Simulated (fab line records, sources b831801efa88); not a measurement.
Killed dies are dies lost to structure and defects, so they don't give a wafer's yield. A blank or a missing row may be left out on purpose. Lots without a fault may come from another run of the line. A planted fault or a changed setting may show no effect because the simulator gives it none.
Which tool did it? | flow sky130 | 6 lots, 18 wafers sampled, at 2 steps of a route of 708

WHAT THE GAUGES READ, wafer by wafer
SKY_NWELL_RS_MEAS_29: measures by four-point-probe.
lot  | measured     | on            | NWELL_RS (ohm/sq)
L731 | day 5 22:58  | film_metro-02 | 625.3 625.6 626.2
L735 | day 6 21:22  | film_metro-02 | 624.6 624.8 625.6
L737 | day 7 13:33  | film_metro-02 | 605.8 607.1 604.8
L742 | day 8 15:11  | film_metro-04 | 624.7 625.2 623.7
L746 | day 9 15:24  | film_metro-02 | 623.4 624.8 622.9
L748 | day 10 10:18 | film_metro-04 | 623.9 625.2 625.1

WHICH TOOL RAN EACH LOT (tool, then ch and the chambers of the sampled wafers, then the start)
lot  | SKY_NWELL_IMPLANT_12
L731 | implanter-04 ch 0, day 5 03:56
L735 | implanter-04 ch 0, day 6 01:19
L737 | implanter-04 ch 0, day 6 16:43
L742 | implanter-02 ch 0, day 7 17:52
L746 | implanter-01 ch 0, day 8 18:13
L748 | implanter-02 ch 0, day 9 12:34
- SKY_NWELL_IMPLANT_12

THE ANSWER, worked out from the rows above alone
Rule: what is usual is taken from the lots themselves. Put in order of their means at a reading, lots are off if they are a third of the lots or fewer, leave a main group of 4 or more, and stand apart from it by a gap of 3 or more times the standard deviation of the main group's means; of several such gaps the widest counts. A main group whose means are all the same, to the digits that the tables above print for the reading, isn't used. A lot without any number at a reading at which 4 lots or more have one is off too. The other lots that the step has rows for count as sound.
Off: L737, at SKY_NWELL_RS_MEAS_29 (NWELL_RS). The main group: mean 624.7 ohm/sq, standard deviation 0.65.
A tool fits if, at a process step before that reading, it ran every lot that is off, and no sound lot after the first of them. The gauges at SKY_NWELL_RS_MEAS_29 are tried like those tools. One fits: implanter-04 at SKY_NWELL_IMPLANT_12. Its last sound lot is L735 (day 6 01:19), its first lot that is off L737 (day 6 16:43): a fault that began between those two fits.

WHAT THE SIMULATOR HAD PUT IN
Process parameter drift: implanter-04, from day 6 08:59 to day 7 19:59, at SKY_NWELL_IMPLANT_12. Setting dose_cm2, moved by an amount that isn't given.
Lots struck among those shown: L737. The rule above found the same.
